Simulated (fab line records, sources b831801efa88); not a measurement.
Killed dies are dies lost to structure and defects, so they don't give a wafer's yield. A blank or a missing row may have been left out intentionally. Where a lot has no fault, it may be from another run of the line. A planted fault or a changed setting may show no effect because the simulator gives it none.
What tool caused it? / flow gf180mcu / Sampling: 14 lots, 38 wafers, 5 of 602 route steps

## WHAT THE GAUGES SHOWED, per wafer
GF_M1_CD_MEAS_14: target cd 230 nm.
lot=L882; measured=day 17 15:50; on=cd-sem-01; cd-nm (nm)=229.8 229.1 228.8
lot=L883; measured=day 17 19:29; on=cd-sem-02; cd-nm (nm)=228.8 229.1 227.9
lot=L884; measured=day 18 07:40; on=cd-sem-02; cd-nm (nm)=229.5 230.7 230.1
lot=L885; measured=day 19 00:48; on=cd-sem-01; cd-nm (nm)=229.6 230.1 229.7
lot=L887; measured=day 19 15:37; on=cd-sem-01; cd-nm (nm)=229.4 229.6 228.8
lot=L888; measured=day 19 20:14; on=cd-sem-01; cd-nm (nm)=230.1 230.2 230.6
lot=L890; measured=day 20 08:50; on=cd-sem-01; cd-nm (nm)=229.7 228.9 228.9
lot=L892; measured=day 21 18:03; on=cd-sem-01; cd-nm (nm)=231.1 231.2 232.2
lot=L893; measured=day 21 19:47; on=cd-sem-01; cd-nm (nm)=231.2 230.1 230.5
lot=L895; measured=day 22 14:37; on=cd-sem-01; cd-nm (nm)=228.1 228.7 228.3
lot=L897; measured=day 23 08:47; on=cd-sem-01; cd-nm (nm)=230.5 229.7 230.1
lot=L900; measured=day 24 00:57; on=cd-sem-01; cd-nm (nm)=229.3
lot=L901; measured=day 24 10:03; on=cd-sem-02; cd-nm (nm)=229.4
lot=L904; measured=day 25 10:22; on=cd-sem-01; cd-nm (nm)=231.3 231.3 230.6

GF_M1_OVL_MEAS_15.
lot=L882; measured=day 17 15:58; on=overlay-01; M1_OVL (nm)=16 11 7
lot=L883; measured=day 17 19:36; on=overlay-01; M1_OVL (nm)=6 4 0
lot=L884; measured=day 18 07:46; on=overlay-02; M1_OVL (nm)=-8 1 3
lot=L885; measured=day 19 00:53; on=overlay-01; M1_OVL (nm)=-1 -9 1
lot=L887; measured=day 19 15:44; on=overlay-02; M1_OVL (nm)=-5 -5 -6
lot=L888; measured=day 19 20:19; on=overlay-01; M1_OVL (nm)=1 8 -2
lot=L890; measured=day 20 08:58; on=overlay-02; M1_OVL (nm)=-8 -1 -3
lot=L892; measured=day 21 18:10; on=overlay-02; M1_OVL (nm)=1 -1 -7
lot=L893; measured=day 21 19:53; on=overlay-02; M1_OVL (nm)=4 -7 8
lot=L895; measured=day 22 14:43; on=overlay-01; M1_OVL (nm)=10 8 -4
lot=L897; measured=day 23 08:52; on=overlay-01; M1_OVL (nm)=3 6 0
lot=L900; measured=day 24 01:02; on=overlay-01; M1_OVL (nm)=0
lot=L901; measured=day 24 10:08; on=overlay-02; M1_OVL (nm)=3
lot=L904; measured=day 25 10:29; on=overlay-01; M1_OVL (nm)=-1 -2 2

GF_V1_THK_MEAS_03.
lot=L882; measured=day 17 16:51; on=film-metro-04; V1_CVD_02_THK (nm)=840 843 855
lot=L883; measured=day 17 20:29; on=film-metro-01; V1_CVD_02_THK (nm)=857 843 862
lot=L884; measured=day 18 08:40; on=film-metro-04; V1_CVD_02_THK (nm)=845 833 835
lot=L885; measured=day 19 01:49; on=film-metro-03; V1_CVD_02_THK (nm)=862 855 860
lot=L887; measured=day 19 16:58; on=film-metro-01; V1_CVD_02_THK (nm)=848 862 865
lot=L888; measured=day 19 21:36; on=film-metro-01; V1_CVD_02_THK (nm)=842 853 879
lot=L890; measured=day 20 09:57; on=film-metro-01; V1_CVD_02_THK (nm)=869 835 858
lot=L892; measured=day 21 19:05; on=film-metro-01; V1_CVD_02_THK (nm)=840 877 859
lot=L893; measured=day 21 20:50; on=film-metro-03; V1_CVD_02_THK (nm)=830 855 856
lot=L895; measured=day 22 15:36; on=film-metro-04; V1_CVD_02_THK (nm)=836 847 865
lot=L897; measured=day 23 09:53; on=film-metro-04; V1_CVD_02_THK (nm)=858 880 876
lot=L900; measured=day 24 01:59; on=film-metro-03; V1_CVD_02_THK (nm)=744
lot=L901; measured=day 24 11:02; on=film-metro-01; V1_CVD_02_THK (nm)=752
lot=L904; measured=day 25 11:22; on=film-metro-04; V1_CVD_02_THK (nm)=858 864 850

GF_V1_BOW_MEAS_05.
lot=L882; measured=day 17 17:13; on=film-metro-03; V1_BOW (um)=87 76 70
lot=L883; measured=day 17 20:51; on=film-metro-03; V1_BOW (um)=80 81 93
lot=L884; measured=day 18 09:17; on=film-metro-01; V1_BOW (um)=77 85 88
lot=L885; measured=day 19 02:16; on=film-metro-03; V1_BOW (um)=85 88 99
lot=L887; measured=day 19 17:20; on=film-metro-03; V1_BOW (um)=83 92 85
lot=L888; measured=day 19 21:59; on=film-metro-03; V1_BOW (um)=83 82 73
lot=L890; measured=day 20 10:19; on=film-metro-01; V1_BOW (um)=87 86 98
lot=L892; measured=day 21 19:27; on=film-metro-04; V1_BOW (um)=96 96 72
lot=L893; measured=day 21 21:13; on=film-metro-03; V1_BOW (um)=86 82 82
lot=L895; measured=day 22 15:58; on=film-metro-03; V1_BOW (um)=78 76 78
lot=L897; measured=day 23 10:16; on=film-metro-04; V1_BOW (um)=81 80 91
lot=L900; measured=day 24 02:22; on=film-metro-03; V1_BOW (um)=90
lot=L901; measured=day 24 11:25; on=film-metro-04; V1_BOW (um)=80
lot=L904; measured=day 25 11:44; on=film-metro-03; V1_BOW (um)=83 93 87

## EACH LOT AND THE TOOL THAT RAN IT (in order: tool; ch and the chambers of the sampled wafers; start)
lot=L882; GF_V1_CVD_02=pecvd-04 ch 0,1, day 17 16:47
lot=L883; GF_V1_CVD_02=pecvd-04 ch 0,2, day 17 20:25
lot=L884; GF_V1_CVD_02=pecvd-01 ch 0,1, day 18 08:35
lot=L885; GF_V1_CVD_02=pecvd-01 ch 1,2, day 19 01:43
lot=L887; GF_V1_CVD_02=pecvd-01 ch 1,2, day 19 16:52
lot=L888; GF_V1_CVD_02=pecvd-01 ch 0,1, day 19 21:31
lot=L890; GF_V1_CVD_02=pecvd-02 ch 0,1, day 20 09:53
lot=L892; GF_V1_CVD_02=pecvd-01 ch 0,1,2, day 21 19:01
lot=L893; GF_V1_CVD_02=pecvd-04 ch 0,1,2, day 21 20:45
lot=L895; GF_V1_CVD_02=pecvd-01 ch 0,1, day 22 15:31
lot=L897; GF_V1_CVD_02=pecvd-02 ch 1,2, day 23 09:47
lot=L900; GF_V1_CVD_02=pecvd-01 ch 1, day 24 01:55
lot=L901; GF_V1_CVD_02=pecvd-01 ch 1, day 24 10:58
lot=L904; GF_V1_CVD_02=pecvd-04 ch 0,2, day 25 11:17
- GF_V1_CVD_02: deposits SiO2 from TEOS, target thk 850 nm, time 94.851 s.

## AS READ BY THE TOOLS THEMSELVES (means over the sampled wafers that have a number; for cases with no such wafer, the mark the record gives instead)
GF_V1_CVD_02.
lot=L882; tool=pecvd-04; heater-power-w (W)=604
lot=L883; tool=pecvd-04; heater-power-w (W)=668
lot=L884; tool=pecvd-01; heater-power-w (W)=617
lot=L885; tool=pecvd-01; heater-power-w (W)=693
lot=L887; tool=pecvd-01; heater-power-w (W)=697
lot=L888; tool=pecvd-01; heater-power-w (W)=652
lot=L890; tool=pecvd-02; heater-power-w (W)=703
lot=L892; tool=pecvd-01; heater-power-w (W)=641
lot=L893; tool=pecvd-04; heater-power-w (W)=650
lot=L895; tool=pecvd-01; heater-power-w (W)=626
lot=L897; tool=pecvd-02; heater-power-w (W)=735
lot=L900; tool=pecvd-01; heater-power-w (W)=712
lot=L901; tool=pecvd-01; heater-power-w (W)=737
lot=L904; tool=pecvd-04; heater-power-w (W)=613

## THE ANSWER, worked out from the rows above alone
Rule: what is usual is taken from the lots themselves. The widest of any qualifying gaps counts: lots, ordered by their means at a reading, are off when they make up no more than a third of the lots, leave a main group of 4 or more, and stand apart from it by 3 or more times the standard deviation of that group's means. Not used: any main group whose means are identical at the precision the tables above print for the reading. Also off: a lot with no number at a reading for which 4 or more lots have one. All remaining lots with rows at the step are treated as sound. After the gauges, taken in route order, come the tools' own readings; for these a lot's mean is taken, as printed above. The first step at which some lot is off is used, and at that step the reading that is off furthest; a lot without a number counts as furthest.
Off: L900, L901, seen at GF_V1_THK_MEAS_03 (V1_CVD_02_THK). The main group: mean 854 nm, standard deviation 8.1.
A tool fits if, at a process step before that reading, it ran every lot that is off, and no sound lot after the first of them. Gauges at GF_V1_THK_MEAS_03: tried the same way as those tools. One candidate fits, namely pecvd-01 at GF_V1_CVD_02. A fault onset in the window from L895 (day 22 15:31, its last sound lot) to L900 (day 24 01:55, its first lot off) fits.

## WHAT THE SIMULATOR HAD INSERTED
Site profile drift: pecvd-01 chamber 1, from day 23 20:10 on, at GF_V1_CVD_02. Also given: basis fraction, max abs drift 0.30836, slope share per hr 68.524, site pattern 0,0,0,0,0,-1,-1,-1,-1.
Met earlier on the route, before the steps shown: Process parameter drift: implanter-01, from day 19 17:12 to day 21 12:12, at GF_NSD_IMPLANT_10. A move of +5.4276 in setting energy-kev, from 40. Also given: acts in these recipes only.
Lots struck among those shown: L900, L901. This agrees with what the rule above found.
